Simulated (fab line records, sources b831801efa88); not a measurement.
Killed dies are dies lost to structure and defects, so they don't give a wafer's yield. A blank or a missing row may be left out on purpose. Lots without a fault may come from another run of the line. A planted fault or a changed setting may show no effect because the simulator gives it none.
Which tool did it? | flow gf180mcu | 7 lots, 21 wafers sampled, at 1 step of a route of 602

WHAT THE GAUGES READ, wafer by wafer
GF_STI_BOW_MEAS_00.
lot  | measured    | on            | INCOMING_BOW (um)
L382 | day 1 15:00 | film_metro-02 | 3 0 7
L384 | day 2 01:00 | film_metro-03 | 7 7 7
L390 | day 3 07:01 | film_metro-04 | 2 1 0
L396 | day 4 13:00 | film_metro-02 | -8 7 -2
L400 | day 5 09:04 | film_metro-04 | -2 -4 -1
L402 | day 5 19:00 | film_metro-02 | -5 2 2
L404 | day 6 05:00 | film_metro-03 | 2 -5 -3

WHICH TOOL RAN EACH LOT (tool, then ch and the chambers of the sampled wafers, then the start)
The record holds no process step before these readings.

THE ANSWER, worked out from the rows above alone
Rule: what is usual is taken from the lots themselves. Put in order of their means at a reading, lots are off if they are a third of the lots or fewer, leave a main group of 4 or more, and stand apart from it by a gap of 3 or more times the standard deviation of the main group's means; of several such gaps the widest counts. A main group whose means are all the same, to the digits that the tables above print for the reading, isn't used. A lot without any number at a reading at which 4 lots or more have one is off too. The other lots that the step has rows for count as sound.
No lot is off at any reading shown: from this, nothing can be told.

WHAT THE SIMULATOR HAD PUT IN
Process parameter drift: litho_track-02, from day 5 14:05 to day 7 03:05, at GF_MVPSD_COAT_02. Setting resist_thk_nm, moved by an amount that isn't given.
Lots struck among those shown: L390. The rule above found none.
